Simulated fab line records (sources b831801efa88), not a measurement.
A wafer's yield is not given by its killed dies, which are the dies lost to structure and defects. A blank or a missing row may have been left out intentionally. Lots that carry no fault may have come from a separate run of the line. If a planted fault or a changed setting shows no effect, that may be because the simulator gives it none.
fab line records + flow sky130
record
- lots=13
- wafers=39
- lastDay=50
route steps=708 shown GATE_OXIDE@197 POLY_GATE@228 VIA1@482 PAD_OPEN@708
lots that met no fault: from a run of the same line without faults
startH: the number of hours between the record's first day and the start of the first shown wafer of the lot + waitH: time in hours since the lot's previous step + " as in the row above + L1.1+2: a single row standing in for several wafers + - value missing, or start not given + * or withheld: withheld + < > ~ a bound
route shown NAME@n: a module of which the file shows steps, and the number in the route of the first + usual: the fault-free wafers' mean and standard deviation + same: alike in all rows + chamber/n: place in a boat + sites: readings site by site + _std_site: the standard deviation of these + _edge_site: outer sites' mean less inner sites' + radiusMm: for every site, how far away it sits from the centre of the wafer + mask NAME#n: copy n + behind: the most recent tool/chamber to have shaped the wafer + hold: cause of the lot's hold/its duration in hours/its outcome + device: the n, p or np transistor that did not switch + end of line: tests of these same wafers at the route's end + where a step has no rows: the recipe by itself + killed: at the first sort, the dies lost to defects and structure; wafer yield is something else + map: the dies of a wafer, with x for killed, . for not killed, _ for no die there
set.NAME: the setting as run; set.NAME@STEP: as run at that earlier step + model.NAME: the simulator's own value behind a step, which no gauge read
a sample of lots followed through the steps of the route, with each step as a table and each wafer as a row
services: from which hour (startH, from the record's first day; less than 0 if before it) a tool's chamber was out of use, for how many hours, and why
## steps
# step SKY_GATE_OXIDE_OVL_MEAS_10
# usual
- GATE_OXIDE_OVL=0.2/1.5
| lot.wafer | tool       | chamber | startH | waitH | GATE_OXIDE_OVL[nm] |
|-----------|------------|---------|--------|-------|--------------------|
| L288.2    | overlay-02 | -       | 317.05 | 15.3  | -1.1               |
| L288.3    | "          | -       | "      | "     | -0.3               |
| L288.6    | "          | -       | "      | "     | -1.5               |
| L289.1    | overlay-02 | -       | 317.58 | 12.1  | -1.2               |
| L289.5    | "          | -       | "      | "     | -1.3               |
| L289.6    | "          | -       | "      | "     | -1.1               |
| L290.3    | overlay-02 | -       | 318.85 | 7.6   | -0.3               |
| L290.4    | "          | -       | "      | "     | -1.1               |
| L290.5    | "          | -       | "      | "     | -1.1               |
| L293.1    | overlay-02 | -       | 348.36 | 0.1   | -3.1               |
| L293.2    | "          | -       | "      | "     | -2.2               |
| L293.3    | "          | -       | "      | "     | -3.3               |
| L294.1    | overlay-01 | -       | 381.70 | 0.1   | -1.9               |
| L294.3    | "          | -       | "      | "     | 0.4                |
| L294.6    | "          | -       | "      | "     | -3.7               |
| L295.1    | overlay-01 | -       | 382.80 | 0.1   | 0.5                |
| L295.3    | "          | -       | "      | "     | 0.0                |
| L295.5    | "          | -       | "      | "     | -0.6               |
| L297.1    | overlay-02 | -       | 401.08 | 0.1   | 2.9                |
| L297.5    | "          | -       | "      | "     | 0.5                |
| L297.6    | "          | -       | "      | "     | 0.0                |
| L296.3    | overlay-02 | -       | 405.09 | 0.1   | -0.8               |
| L296.4    | "          | -       | "      | "     | 1.2                |
| L296.5    | "          | -       | "      | "     | 2.2                |
| L299.1    | overlay-02 | -       | 409.85 | 0.1   | -0.5               |
| L299.3    | "          | -       | "      | "     | -0.2               |
| L299.5    | "          | -       | "      | "     | 0.1                |
| L306.3    | overlay-02 | -       | 463.84 | 0.1   | -1.6               |
| L306.4    | "          | -       | "      | "     | -0.5               |
| L306.5    | "          | -       | "      | "     | -0.2               |
| L307.2    | overlay-01 | -       | 465.76 | 0.1   | -0.6               |
| L307.4    | "          | -       | "      | "     | 0.0                |
| L307.6    | "          | -       | "      | "     | -0.7               |
| L310.3    | overlay-02 | -       | 496.84 | 0.1   | 1.5                |
| L310.4    | "          | -       | "      | "     | -0.3               |
| L310.5    | "          | -       | "      | "     | 0.3                |
| L311.1    | overlay-01 | -       | 496.87 | 0.1   | 0.0                |
| L311.4    | "          | -       | "      | "     | -0.3               |
| L311.6    | "          | -       | "      | "     | 0.4                |
# step SKY_POLY_GATE_OVL_MEAS_14
# usual
- POLY_GATE_OVL=-1/5.7
| lot.wafer | tool       | chamber | startH | waitH | POLY_GATE_OVL[nm] |
|-----------|------------|---------|--------|-------|-------------------|
| L288.2    | overlay-01 | -       | 380.58 | 0.1   | 2                 |
| L288.3    | "          | -       | "      | "     | 3                 |
| L288.6    | "          | -       | "      | "     | 0                 |
| L289.1    | overlay-02 | -       | 380.69 | 0.1   | -3                |
| L289.5    | "          | -       | "      | "     | -1                |
| L289.6    | "          | -       | "      | "     | -1                |
| L290.3    | overlay-01 | -       | 380.94 | 0.1   | 4                 |
| L290.4    | "          | -       | "      | "     | -4                |
| L290.5    | "          | -       | "      | "     | -4                |
| L293.1    | overlay-01 | -       | 411.19 | 0.1   | 1                 |
| L293.2    | "          | -       | "      | "     | -6                |
| L293.3    | "          | -       | "      | "     | -2                |
| L294.1    | overlay-02 | -       | 449.67 | 0.1   | 0                 |
| L294.3    | "          | -       | "      | "     | 2                 |
| L294.6    | "          | -       | "      | "     | -4                |
| L295.1    | overlay-01 | -       | 449.79 | 0.1   | 2                 |
| L295.3    | "          | -       | "      | "     | 3                 |
| L295.5    | "          | -       | "      | "     | -2                |
| L297.1    | overlay-01 | -       | 470.94 | 0.1   | -3                |
| L297.5    | "          | -       | "      | "     | -14               |
| L297.6    | "          | -       | "      | "     | -3                |
| L296.3    | overlay-01 | -       | 474.15 | 0.1   | 5                 |
| L296.4    | "          | -       | "      | "     | 5                 |
| L296.5    | "          | -       | "      | "     | 12                |
| L299.1    | overlay-02 | -       | 476.94 | 0.1   | -6                |
| L299.3    | "          | -       | "      | "     | -7                |
| L299.5    | "          | -       | "      | "     | -1                |
| L306.3    | overlay-01 | -       | 531.80 | 0.1   | 2                 |
| L306.4    | "          | -       | "      | "     | 1                 |
| L306.5    | "          | -       | "      | "     | 5                 |
| L307.2    | overlay-02 | -       | 533.37 | 0.1   | -2                |
| L307.4    | "          | -       | "      | "     | 2                 |
| L307.6    | "          | -       | "      | "     | 2                 |
| L310.3    | overlay-01 | -       | 562.64 | 0.1   | -1                |
| L310.4    | "          | -       | "      | "     | -9                |
| L310.5    | "          | -       | "      | "     | -4                |
| L311.1    | overlay-02 | -       | 563.77 | 0.1   | -6                |
| L311.4    | "          | -       | "      | "     | 4                 |
| L311.6    | "          | -       | "      | "     | -3                |
# step SKY_POLY_GATE_CD_MEAS_22
# usual
- cdNm=148.6/2.8
| lot.wafer | tool     | chamber | startH | waitH | cdNm  |
|-----------|----------|---------|--------|-------|-------|
| L289.1    | cdSem-01 | -       | 384.06 | 0.3   | 145.9 |
| L289.5    | "        | -       | "      | "     | 146.8 |
| L289.6    | "        | -       | "      | "     | 150.2 |
| L290.3    | cdSem-01 | -       | 384.29 | 0.4   | 147.8 |
| L290.4    | "        | -       | "      | "     | 149.7 |
| L290.5    | "        | -       | "      | "     | 148.5 |
| L288.2    | cdSem-01 | -       | 384.43 | 0.6   | 152.3 |
| L288.3    | "        | -       | "      | "     | 152.0 |
| L288.6    | "        | -       | "      | "     | 147.6 |
| L293.1    | cdSem-01 | -       | 414.37 | 0.1   | 151.0 |
| L293.2    | "        | -       | "      | "     | 152.6 |
| L293.3    | "        | -       | "      | "     | 152.3 |
| L294.1    | cdSem-01 | -       | 452.09 | 0.1   | 147.2 |
| L294.3    | "        | -       | "      | "     | 148.0 |
| L294.6    | "        | -       | "      | "     | 146.9 |
| L295.1    | cdSem-02 | -       | 452.09 | 0.1   | 148.1 |
| L295.3    | "        | -       | "      | "     | 151.1 |
| L295.5    | "        | -       | "      | "     | 150.5 |
| L297.1    | cdSem-02 | -       | 472.67 | 0.1   | 143.4 |
| L297.5    | "        | -       | "      | "     | 144.1 |
| L297.6    | "        | -       | "      | "     | 144.4 |
| L296.3    | cdSem-02 | -       | 475.93 | 0.1   | 146.8 |
| L296.4    | "        | -       | "      | "     | 150.2 |
| L296.5    | "        | -       | "      | "     | 146.4 |
| L299.1    | cdSem-01 | -       | 478.68 | 0.1   | 147.5 |
| L299.3    | "        | -       | "      | "     | 145.9 |
| L299.5    | "        | -       | "      | "     | 148.8 |
| L306.3    | cdSem-02 | -       | 533.58 | 0.1   | 146.0 |
| L306.4    | "        | -       | "      | "     | 143.7 |
| L306.5    | "        | -       | "      | "     | 147.7 |
| L307.2    | cdSem-01 | -       | 535.13 | 0.1   | 147.4 |
| L307.4    | "        | -       | "      | "     | 149.5 |
| L307.6    | "        | -       | "      | "     | 147.7 |
| L310.3    | cdSem-02 | -       | 564.41 | 0.1   | 148.0 |
| L310.4    | "        | -       | "      | "     | 149.1 |
| L310.5    | "        | -       | "      | "     | 149.4 |
| L311.1    | cdSem-01 | -       | 565.61 | 0.1   | 147.1 |
| L311.4    | "        | -       | "      | "     | 143.5 |
| L311.6    | "        | -       | "      | "     | 147.1 |
# step SKY_VIA1_CMP_24
# recipe
- stopOn=SiO2
- tOverpolishS=15
- downForcePsi=3.5
- platenRpm=60
- targetThkNm=0
- padVelocityMS=0.94248
# usual
- edgeZonePressureFrac=1.000/0.0053
- headPressurePsi=3.500/0.0074
- motorCurrentA=10.8/1.2
- overpolishRunS=15.000/0.0086
- timeToEndpointS=64/5.5
| lot.wafer | tool   | chamber | startH | waitH | edgeZonePressureFrac | headPressurePsi | motorCurrentA | overpolishRunS | timeToEndpointS |
|-----------|--------|---------|--------|-------|----------------------|-----------------|---------------|----------------|-----------------|
| L289.1    | cmp-02 | 3       | 805.99 | 0.1   | 1.002                | 3.510           | 10.7          | 15.009         | 64              |
| L289.5    | "      | 3       | "      | "     | 0.999                | 3.510           | 10.1          | 15.004         | 60              |
| L289.6    | "      | 0       | "      | "     | 0.996                | 3.499           | 9.8           | 14.985         | 70              |
| L290.4    | cmp-01 | 3       | 808.77 | 0.4   | 0.990                | 3.498           | 13.3          | 14.991         | 58              |
| L290.3    | "      | 1       | "      | "     | 1.000                | 3.495           | 10.8          | 14.989         | 64              |
| L290.5    | "      | 3       | "      | "     | 0.993                | 3.495           | 13.1          | 14.995         | 58              |
| L288.2    | cmp-02 | 1       | 810.29 | 0.1   | 1.014                | 3.506           | 8.9           | 15.004         | 60              |
| L288.3    | "      | 2       | "      | "     | 1.012                | 3.485           | 12.1          | 14.989         | 59              |
| L288.6    | "      | 3       | "      | "     | 1.001                | 3.502           | 10.0          | 15.002         | 62              |
| L293.3    | cmp-01 | 0       | 833.30 | 0.0   | 0.996                | 3.516           | 9.4           | 15.008         | 58              |
| L293.1    | "      | 1       | "      | "     | 1.002                | 3.504           | 10.5          | 15.002         | 69              |
| L293.2    | "      | 2       | "      | "     | 1.007                | 3.505           | 11.8          | 15.014         | 63              |
| L295.3    | cmp-02 | 2       | 865.05 | 0.1   | 0.999                | 3.489           | 11.8          | 14.985         | 66              |
| L295.1    | "      | 3       | "      | "     | 0.991                | 3.495           | 10.5          | 14.995         | 67              |
| L295.5    | "      | 1       | "      | "     | 0.996                | 3.492           | 8.8           | 15.004         | 65              |
| L294.1    | cmp-01 | 2       | 865.28 | 0.1   | 1.004                | 3.511           | 11.9          | 15.002         | 63              |
| L294.3    | "      | 3       | "      | "     | 0.999                | 3.504           | 13.2          | 15.002         | 58              |
| L294.6    | "      | 2       | "      | "     | 0.995                | 3.498           | 12.4          | 15.014         | 63              |
| L297.1    | cmp-02 | 0       | 880.31 | 0.1   | 1.006                | 3.499           | 10.3          | 15.012         | 75              |
| L297.6    | "      | 3       | "      | "     | 0.995                | 3.503           | 10.4          | 14.999         | 68              |
| L297.5    | "      | 0       | "      | "     | 1.005                | 3.504           | 10.8          | 15.002         | 71              |
| L296.4    | cmp-02 | 2       | 883.23 | 0.0   | 1.008                | 3.507           | 12.0          | 14.992         | 66              |
| L296.3    | "      | 3       | "      | "     | 1.000                | 3.497           | 10.7          | 14.983         | 73              |
| L296.5    | "      | 3       | "      | "     | 1.012                | 3.508           | 10.8          | 14.996         | 71              |
| L299.3    | cmp-01 | 0       | 886.58 | 0.0   | 0.998                | 3.496           | 9.9           | 14.995         | 54              |
| L299.1    | "      | 3       | "      | "     | 0.993                | 3.499           | 12.1          | 15.009         | 60              |
| L299.5    | "      | 1       | "      | "     | 0.997                | 3.505           | 11.4          | 15.000         | 67              |
| L306.3    | cmp-02 | 1       | 930.16 | 0.0   | -                    | -               | -             | -              | -               |
| L306.4    | "      | 0       | "      | "     | -                    | -               | -             | -              | -               |
| L306.5    | "      | 2       | "      | "     | -                    | -               | -             | -              | -               |
| L307.2    | cmp-01 | 3       | 936.66 | 0.2   | -                    | -               | -             | -              | -               |
| L307.4    | "      | 0       | "      | "     | -                    | -               | -             | -              | -               |
| L307.6    | "      | 1       | "      | "     | -                    | -               | -             | -              | -               |
| L311.4    | cmp-02 | 1       | 958.64 | 0.1   | 0.995                | 3.493           | 8.9           | 14.994         | 60              |
| L311.1    | "      | 2       | "      | "     | 0.999                | 3.494           | 12.1          | 15.001         | 64              |
| L311.6    | "      | 3       | "      | "     | 1.004                | 3.503           | 11.0          | 15.013         | 68              |
| L310.3    | cmp-02 | 2       | 960.74 | 0.1   | 0.998                | 3.495           | 11.6          | 14.995         | 66              |
| L310.4    | "      | 3       | "      | "     | 1.002                | 3.495           | 10.2          | 15.008         | 73              |
| L310.5    | "      | 2       | "      | "     | 1.009                | 3.505           | 12.2          | 14.996         | 66              |
# step SKY_PAD_OPEN_PROBE_99
# usual
- defectLimitedYield=82.5/2
- killed_at_M0_to_M3=44/7.7
- killed_at_M4_up=3.0/1.9
- killedAtContacts=25/5.6
- killedAtFrontEnd=15/4.6
- killedAtOther=0.3/0.47
- killedDies=86/9.9
- killedOnRim=17/3.6
- killedOpen=47/7.4
- killedShort=39/5.9
- sort_bin_3_pad_short=0.8/0.37
- sort_bin_5_function=10.4/1.5
- sort_bin_6_memory=6.3/1
- sortNPass=406/9.9
- sortYieldPct=82.5/2
# same
- grossDies=492
- killedAtBackSide=0
- sort_bin_4_leakage[%]=0
- sort_bin_8_speed[%]=0
| lot.wafer | tool      | chamber | startH  | waitH | defectLimitedYield[%] | killed_at_M0_to_M3 | killed_at_M4_up | killedAtContacts | killedAtFrontEnd | killedAtOther | killedDies | killedOnRim | killedOpen | killedShort | sort_bin_3_pad_short[%] | sort_bin_5_function[%] | sort_bin_6_memory[%] | sortNPass | sortYieldPct[%] |
|-----------|-----------|---------|---------|-------|-----------------------|--------------------|-----------------|------------------|------------------|---------------|------------|-------------|------------|-------------|-------------------------|------------------------|----------------------|-----------|-----------------|
| L306.3    | prober-02 | -       | 1179.82 | 0.2   | 0                     | 449                | 1               | 24               | 18               | 0             | 492        | 96          | 53         | 30          | 83.1                    | 11.4                   | 5.5                  | 0         | 0               |
| L306.4    | prober-02 | -       | 1179.87 | 0.2   | 0                     | 451                | 5               | 18               | 18               | 0             | 492        | 96          | 51         | 32          | 84.1                    | 11.0                   | 4.9                  | 0         | 0               |
| L306.5    | prober-02 | -       | 1179.92 | 0.2   | 0                     | 445                | 4               | 32               | 11               | 0             | 492        | 96          | 52         | 41          | 81.5                    | 12.8                   | 5.7                  | 0         | 0               |
| L307.2    | prober-01 | -       | 1183.06 | 0.1   | 0                     | 444                | 2               | 28               | 18               | 0             | 492        | 96          | 45         | 40          | 83.5                    | 10.4                   | 6.1                  | 0         | 0               |
| L307.4    | prober-01 | -       | 1183.16 | 0.2   | 0                     | 443                | 2               | 29               | 18               | 0             | 492        | 96          | 41         | 32          | 86.0                    | 9.3                    | 4.7                  | 0         | 0               |
| L307.6    | prober-01 | -       | 1183.26 | 0.2   | 0                     | 461                | 2               | 14               | 15               | 0             | 492        | 96          | 38         | 32          | 87.4                    | 7.9                    | 4.7                  | 0         | 0               |
# killed by level:class
L306.3 VIA1:areaCmp=409 VIA3:geometricParticle:open=11 CONTACT:geometricParticle:open=9 LI_CONTACT:geometricParticle:open=7 POLY_GATE:geometricParticle:open=5 VIA2:geometricParticle:open=5 CONTACT:geometricParticle:short=5 VIA1:geometricParticle:short=5
L306.4 VIA1:areaCmp=409 FIELD_ISO:geometricParticle:open=9 VIA1:geometricParticle:open=9 CONTACT:geometricParticle:open=8 VIA2:geometricParticle:open=8 VIA3:geometricParticle:open=7 METAL1:geometricParticle:short=6 LOCAL_INTERCONNECT:geometricParticle:short=5
L306.5 VIA1:areaCmp=399 VIA3:geometricParticle:open=10 CONTACT:geometricParticle:open=10 VIA2:geometricParticle:open=9 LI_CONTACT:geometricParticle:open=8 VIA1:geometricParticle:open=8 CONTACT:geometricParticle:short=6 METAL1:geometricParticle:short=5
L307.2 VIA1:areaCmp=407 LI_CONTACT:geometricParticle:open=8 CONTACT:geometricParticle:open=7 VIA3:geometricParticle:open=6 VIA1:geometricParticle:open=6 LI_CONTACT:geometricParticle:short=5 FIELD_ISO:geometricParticle:short=4 POLY_GATE:geometricParticle:open=4
L307.4 VIA1:areaCmp=419 LI_CONTACT:geometricParticle:open=13 CONTACT:geometricParticle:open=6 CONTACT:geometricParticle:short=6 FIELD_ISO:geometricParticle:short=5 VIA2:geometricParticle:open=5 VIA3:geometricParticle:open=5 POLY_GATE:geometricParticle:short=4
L307.6 VIA1:areaCmp=422 VIA3:geometricParticle:open=9 METAL1:geometricParticle:short=8 LI_CONTACT:geometricParticle:open=7 VIA2:geometricParticle:open=7 FIELD_ISO:geometricParticle:short=5 CONTACT:geometricParticle:open=5 VIA1:geometricParticle:open=5
## services
| tool   | chamber | startH | hours | kind                          |
|--------|---------|--------|-------|-------------------------------|
| cmp-01 | -       | 802.02 | 4.3   | repair                        |
| cmp-02 | -       | 819.59 | 3.8   | repair                        |
| cmp-01 | -       | 830.49 | 1.9   | repair                        |
| cmp-01 | -       | 878.28 | 0.7   | repair                        |
| cmp-01 | -       | 884.45 | 0.6   | repair                        |
| cmp-01 | -       | 912.10 | 4.0   | pm                            |
| cmp-01 | -       | 916.10 | -     | consumableReplace:conditioner |
| cmp-01 | -       | 916.10 | -     | consumableReplace:pad         |
| cmp-02 | -       | 956.98 | 1.0   | repair                        |
## key
firstSign
- step=SKY_VIA1_CMP_24
- reading=toolRecord
- direction=missing
effect
- step=SKY_PAD_OPEN_PROBE_99
- reading=sort_bin_3_pad_short
- direction=up
- sigmas=99+
- usual=0.8
- struck=84.3
moreKillsBornAt
- SKY_VIA1_CMP_24@cmp-01=1237
- SKY_VIA1_CMP_24@cmp-02=1210
metAt SKY_VIA1_CMP_24
struckLots L306,L307
laterRowsLeftOut L306.3,L306.4,L306.5,L307.2,L307.4,L307.6
notActingAt SKY_GATE_OXIDE_OVL_MEAS_10,SKY_POLY_GATE_OVL_MEAS_14,SKY_POLY_GATE_CD_MEAS_22
onsetBetween 886.58 930.16
fault
- kind=skippedStepWhole
- tool=cmp-01,cmp-02
- chamber=-
- onsetH=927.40
- steps=SKY_VIA1_CMP_24
- scope=struckLotsOnly
# laterRowsLeftOut: the simulator's readings of these wafers behind a module that went badly wrong aren't trusted and aren't shown, but for the sort
